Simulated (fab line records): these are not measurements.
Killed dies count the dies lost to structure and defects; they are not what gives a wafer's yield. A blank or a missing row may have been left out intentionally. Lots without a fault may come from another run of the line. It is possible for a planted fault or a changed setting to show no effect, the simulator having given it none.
Comparing a struck lot with a sound one ; flow sky130 ; 43 out of 708 route steps
Sound: these wafers, L884.3, L884.4, L884.5. Struck: wafers L903.3, L903.5, L903.6. Last of all comes the cause.
Order at every step that has rows: each side's tool, ch and its chambers, its first start. Under that, the readings that differ: sound wafers ; struck wafers ; difference of the means ; sigmas: that difference in standard deviations of wafers without a fault.
alike: a reading whose means differ by less than 2 such deviations, as well as words and numbers matching on both sides. not compared: withheld readings; readings where some wafer has no value; bounds like >300 that might hide an equal value; numbers whose values overlap and for which the record gives no deviation.
The two part at a step that has a row with sigmas, a row that says differs or no value, or rows on one side only. Non-overlapping numbers with no deviation appear without sigmas and do not part them. Lack of a reading on every wafer of one side parts them only where that side has two or more wafers.

SKY_CAPM_THK_MEAS_04: measures by xrf.
  sound: filmMetro-04 at day 37 04:17; struck: filmMetro-04 at day 42 14:35
reading;sound;struck;difference;sigmas
CAPM_TIN_THK (nm);195.6 196.5 194.2;202.1 199.8 202.2;+5.9;+3
then, 7 steps without rows for these wafers: SKY_CAPM_DEHYDRATE_05 (time 60 s); SKY_CAPM_HMDS_06 (prime time 60 s); SKY_CAPM_COAT_07 (resist thk 1140 nm); SKY_CAPM_SOFTBAKE_08 (time 60 s); SKY_CAPM_EXPOSE_09 (exposes mask CAPM, target cd 1000 nm); SKY_CAPM_PEB_10; SKY_CAPM_DEVELOP_11 (develop time 60 s).
SKY_CAPM_OVL_MEAS_12:
  sound: overlay-01 at day 38 06:48; struck: overlay-01 at day 43 14:15
  alike: CAPM_OVL
SKY_CAPM_METAL_ETCH_13: etches TiN in Cl2/BCl3, stops on SiO2, target depth 220 nm, time 62.9 s.
  sound on rieMetal-01 ch 0,1, day 38 06:51; struck on rieMetal-01 ch 1, day 43 14:20
reading;sound;struck;difference;sigmas
oesProductAu (a.u.);0.935 0.937 0.933;0.951 0.948 0.956;+0.017;+2
  alike: bcl3FlowSccm, drypumpMotorCurrentA, throttleValvePct
  not compared: rfHoursCounterH
then, 2 steps without rows for these wafers: SKY_CAPM_STRIP_14 (strips in O2/N2); SKY_CAPM_STRIP_15 (strips in post etch residue remover, time 1200 s).
SKY_CAPM_CLEAN_16: cleans in IPA, time 180 s.
  sound on wetBench-04 ch 0, day 38 07:23; struck on wetBench-04 ch 2, day 43 14:56
then, 9 steps without rows for these wafers: SKY_CAPM_CLEAN_17 (cleans in O3/DIW); SKY_METAL3_DEHYDRATE_05 (time 60 s); SKY_METAL3_HMDS_06 (prime time 60 s); SKY_METAL3_COAT_07 (resist thk 60 nm); SKY_METAL3_COAT_08 (resist thk 1140 nm); SKY_METAL3_SOFTBAKE_09 (time 90 s); SKY_METAL3_EXPOSE_10 (exposes mask MM3, target cd 300 nm); SKY_METAL3_PEB_11; SKY_METAL3_DEVELOP_12 (develop time 60 s).
SKY_METAL3_CD_MEAS_13 targets a cd of 300 nm.
  sound: cdSem-02 at day 39 09:23; struck: cdSem-02 at day 44 14:41
  alike: cdNm
SKY_METAL3_OVL_MEAS_14:
  sound: overlay-01 at day 39 09:28; struck: overlay-02 at day 44 14:46
  alike: METAL3_OVL
then, 1 step without rows for these wafers: SKY_METAL3_DESCUM_15 (chemistry O2, time 8 s).
SKY_METAL3_ETCH_16: etches BARC in N2/H2, stops on SiO2, time 88.2 s, target depth 60 nm.
  sound on rieMetal-01 ch 0,1, day 39 09:34; struck on rieMetal-04 ch 0,1, day 44 14:52
  alike: drypumpMotorCurrentA, n2FlowSccm, oesProductAu, throttleValvePct
  not compared: rfHoursCounterH
SKY_METAL3_ETCH_17: etches SiO2 in C4F8/O2/Ar, stops on TiN, time 3.9 s, target depth 15 nm.
  sound on rieDiel-03 ch 2,3, day 39 09:38; struck on rieDiel-02 ch 1,2, day 44 14:56
  alike: oesProductAu
then, 1 step without rows for these wafers: SKY_METAL3_METAL_ETCH_18 (etches the open film in Cl2/BCl3, stops on SiO2, target depth 845 nm, time 183.1 s).
SKY_METAL3_STRIP_19: strips in O2/N2.
  sound on plasmaAsher-04 ch 0,1, day 39 09:52; struck on plasmaAsher-01 ch 0,1, day 44 15:10
reading;sound;struck;difference;sigmas
drypumpMotorCurrentA (A);5.88 5.88 5.88;5.12 5.08 5.32;-0.71;-2
  alike: n2FlowSccm, oesProductAu, stripTimeToEndpointS
  not compared: rfHoursCounterH
then, 4 steps without rows for these wafers: SKY_METAL3_STRIP_20 (strips in post etch residue remover, time 1200 s); SKY_METAL3_CLEAN_21 (cleans in IPA, time 180 s); SKY_METAL3_CLEAN_22 (cleans in O3/DIW); SKY_VIA3_HDPCVD_00 (deposits SiO2, target thk 1635 nm, time 272.5 s).
SKY_VIA3_THK_MEAS_01:
  sound: filmMetro-04 at day 39 10:41; struck: filmMetro-03 at day 44 16:00
  alike: VIA3_HDPCVD_THK
SKY_VIA3_CMP_02: polishes SiO2.
  sound on cmp-02 ch 0,1,2, day 39 10:50; struck on cmp-02 ch 0,1, day 44 16:05
  alike: motorCurrentA
SKY_VIA3_BOW_MEAS_03:
  sound: filmMetro-02 at day 39 11:04; struck: filmMetro-03 at day 44 16:23
  alike: VIA3_BOW
then, 6 steps without rows for these wafers: SKY_VIA3_DEHYDRATE_04 (time 60 s); SKY_VIA3_HMDS_05 (prime time 60 s); SKY_VIA3_COAT_06 (resist thk 60 nm); SKY_VIA3_COAT_07 (resist thk 450 nm); SKY_VIA3_SOFTBAKE_08 (time 90 s); SKY_VIA3_EXPOSE_09 (exposes mask VIM3, target cd 200 nm).
-- the record jumps here: 6 days lie between the struck wafers' starts before and after (it left off in module VIA3 and takes up again in module PAD_OPEN, whose first step shown is number 708 of the route) --
SKY_PAD_OPEN_PROBE_99:
  sound: prober-02 at day 46 18:09; struck: prober-01 at day 50 20:31
reading;sound;struck;difference;sigmas
hold;- - -;awaitDispo/2.2h/release awaitDispo/2.2h/release awaitDispo/2.2h/release;no value on the sound wafers;
defectLimitedYield (%);78.7 80.5 82.1;73.8 76.2 74.2;-5.7;-3
killedAtOther;3 0 3;45 44 41;+41;+58
killedDies;105 96 88;129 117 127;+28;+3
sort_bin_3_pad_short (%);0.4 1.2 1.2;3.0 3.3 4.7;+2.7;+6
sort_bin_5_function (%);13.2 12.0 10.0;16.3 15.9 15.4;+4.1;+3
sortNPass;387 396 404;363 375 365;-28;-3
sortYieldPct (%);78.7 80.5 82.1;73.8 76.2 74.2;-5.7;-3
model.etest.tester.sortNPass;387 396 404;363 375 365;-28;
model.etest.tester.sortYieldPct (%);78.66 80.49 82.11;73.78 76.22 74.19;-5.69;
model.etest.tester.sort_bin_5_pct (%);13.21 11.99 9.959;16.26 15.85 15.45;+4.13;
model.etest.tester.sort_bin_3_pct (%);0.4065 1.22 1.22;3.049 3.252 4.675;+2.710;
  alike: killed_at_M0_to_M3, killed_at_M4_up, killedAtContacts, killedAtFrontEnd, killedOpen, killedShort, sort_bin_6_memory

WHERE THEY PART
First at SKY_CAPM_THK_MEAS_04; last, within this record, at SKY_PAD_OPEN_PROBE_99.

WHY: what the simulator had put in
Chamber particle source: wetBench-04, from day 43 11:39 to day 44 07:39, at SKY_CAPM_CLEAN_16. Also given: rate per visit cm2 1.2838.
